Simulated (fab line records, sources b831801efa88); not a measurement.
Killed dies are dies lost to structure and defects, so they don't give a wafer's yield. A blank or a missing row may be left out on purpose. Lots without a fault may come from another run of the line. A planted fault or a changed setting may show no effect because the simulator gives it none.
A struck lot beside a sound one | flow sky130 | 36 steps out of a route of 708
Sound: wafers L528.2, L528.3, L528.4. Struck: wafers L523.1, L523.3, L523.4. The cause comes at the end.
At each step with rows: each side's tool, then ch and its chambers, then its first start. Under that, the readings that differ: sound wafers | struck wafers | difference of the means | sigmas: that difference in standard deviations of wafers without a fault.
alike: readings whose means differ by less than 2 such deviations, and words and numbers that are the same on both sides. not compared: withheld readings, readings that some wafer has no value for, bounds like >300 that may hide the same value, and numbers for which the record gives no deviation and whose values overlap.
The two part at a step that has a row with sigmas, a row that says differs or no value, or rows on one side only. Numbers that don't overlap but have no deviation are shown without sigmas and don't part them. A reading that every wafer of one side lacks parts them only if that side has two wafers or more.

first, 9 steps without rows for these wafers: SKY_VT_ADJUST_NCORE_IMPLANT_09; SKY_VT_ADJUST_NCORE_STRIP_10 (strips in O2/N2); SKY_VT_ADJUST_HVTR_DEHYDRATE_00 (time 60 s); SKY_VT_ADJUST_HVTR_HMDS_01 (prime time 60 s); SKY_VT_ADJUST_HVTR_COAT_02 (resist thk 1140 nm); SKY_VT_ADJUST_HVTR_SOFTBAKE_03 (time 60 s); SKY_VT_ADJUST_HVTR_EXPOSE_04 (exposes mask HVTRM, target cd 380 nm); SKY_VT_ADJUST_HVTR_PEB_05; SKY_VT_ADJUST_HVTR_DEVELOP_06 (develop time 60 s).
SKY_VT_ADJUST_HVTR_IMPLANT_09:
  sound on implanter-04 ch 0, day 14 20:29; struck on implanter-02 ch 0, day 13 18:05
  reading            | sound                            | struck                      | difference | sigmas
  dose_ions_cm2      | 2.1023e+12 2.1011e+12 2.1016e+12 | 2.112e+11 2.1e+11 2.136e+11 | -1.890e+12 | -99 or more
  faraday_current_uA | 11.66 11.87 12.11                | 1.20 1.20 1.19              | -10.68     | -45
  alike: beam_energy_keV, end_station_pressure_torr
then, 1 step without rows for these wafers: SKY_VT_ADJUST_HVTR_STRIP_10 (strips in O2/N2).
SKY_VT_ADJUST_HVTR_TW_MEAS_11:
  sound on film_metro-03, day 14 20:44; struck on film_metro-01, day 13 18:20
  reading           | sound             | struck            | difference | sigmas
  VT_ADJUST_HVTR_TW | 214.3 214.8 214.6 | 113.7 114.5 114.0 | -100.5     | -34
then, 21 steps without rows for these wafers: SKY_VT_ADJUST_PCH_DEHYDRATE_00 (time 60 s); SKY_VT_ADJUST_PCH_HMDS_01 (prime time 60 s); SKY_VT_ADJUST_PCH_COAT_02 (resist thk 3000 nm); SKY_VT_ADJUST_PCH_SOFTBAKE_03; SKY_VT_ADJUST_PCH_EXPOSE_04 (exposes mask NWM, target cd 840 nm); SKY_VT_ADJUST_PCH_PEB_05; SKY_VT_ADJUST_PCH_DEVELOP_06 (develop time 60 s); SKY_VT_ADJUST_PCH_IMPLANT_08; SKY_VT_ADJUST_PCH_STRIP_09 (strips in O2/N2); SKY_SONOS_TUNNEL_DEHYDRATE_00 (time 60 s); SKY_SONOS_TUNNEL_HMDS_01 (prime time 60 s); SKY_SONOS_TUNNEL_COAT_02 (resist thk 1140 nm); SKY_SONOS_TUNNEL_SOFTBAKE_03 (time 60 s); SKY_SONOS_TUNNEL_EXPOSE_04 (exposes mask TUNM, target cd 410 nm); SKY_SONOS_TUNNEL_PEB_05; SKY_SONOS_TUNNEL_DEVELOP_06 (develop time 60 s); SKY_SONOS_TUNNEL_IMPLANT_09; SKY_SONOS_TUNNEL_WET_ETCH_10 (etches SiO2 in dHF, target depth 14 nm, time 280 s); SKY_SONOS_TUNNEL_STRIP_11 (strips in SPM, time 600 s); SKY_SONOS_TUNNEL_CLEAN_13 (cleans in dHF, time 20 s); SKY_SONOS_ONO_OXIDATION_00 (stabilise 600 s, purge 300 s, target thk 2.6 nm).
-- the record jumps here: 20 days lie between the struck wafers' starts before and after (it left off in module SONOS_ONO and takes up again in module LI_CONTACT, whose first step shown is number 376 of the route) --
SKY_LI_CONTACT_ETCH_14: etches BARC in N2/H2, stops on SiO2, time 45.9 s, target depth 60 nm.
  sound on rie_diel-03 ch 2,3, day 35 02:13; struck on rie_diel-02 ch 0,2,3, day 33 22:07
  alike: drypump_motor_current_A, oes_product_au, throttle_valve_pct
  not compared: rf_hours_counter_h, model.LI_CONTACT.cd_nm
SKY_LI_CONTACT_ETCH_15: etches PSG in C4F8/O2/Ar, stops on Si, target depth 600 nm.
  sound on rie_diel-03 ch 2,3, day 35 02:16; struck on rie_diel-02 ch 0,2,3, day 33 22:10
  alike: oes_product_au
  not compared: model.LI_CONTACT.cd_nm
-- the record jumps here: 15 days lie between the struck wafers' starts before and after (it left off in module LI_CONTACT and takes up again in module PAD_OPEN, whose first step shown is number 708 of the route) --
SKY_PAD_OPEN_PROBE_99:
  sound on prober-02, day 50 06:05; struck on prober-01, day 49 08:50
  reading                                  | sound                   | struck                  | difference | sigmas
  model.etest.pfet_01v8_mvt.drive_ua_um    | 157.9 156.8 154.2       | 123.7 124 124.8         | -32.1      |
  model.etest.pfet_01v8_mvt.off_log10_a_um | -10.24 -10.33 -10.44    | -12.82 -12.95 -12.91    | -2.56      |
  model.etest.pfet_01v8_mvt.vt_sat_v (V)   | -0.5304 -0.5301 -0.5455 | -0.8059 -0.8033 -0.8046 | -0.2693    |
  model.etest.pfet_01v8_mvt.vt_v (V)       | -0.6245 -0.6226 -0.6349 | -0.8561 -0.8529 -0.8558 | -0.2276    |
  model.etest.pfet_01v8_mvt.vt_long_v (V)  | -0.8388 -0.8369 -0.8394 | -1.043 -1.038 -1.038    | -0.201     |
  alike: killed_at_M0_to_M3, killed_at_M4_up, killed_at_contacts, killed_at_front_end, killed_at_other, killed_dies, killed_open, killed_short

WHERE THEY PART
First at SKY_VT_ADJUST_HVTR_IMPLANT_09; last, within this record, at SKY_VT_ADJUST_HVTR_TW_MEAS_11. Later steps at which nothing parts them and some readings are alike: SKY_LI_CONTACT_ETCH_14, SKY_LI_CONTACT_ETCH_15, SKY_PAD_OPEN_PROBE_99.

WHY: what the simulator had put in
Process parameter drift: implanter-02, from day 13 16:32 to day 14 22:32, at SKY_VT_ADJUST_HVTR_IMPLANT_09. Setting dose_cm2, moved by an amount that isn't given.
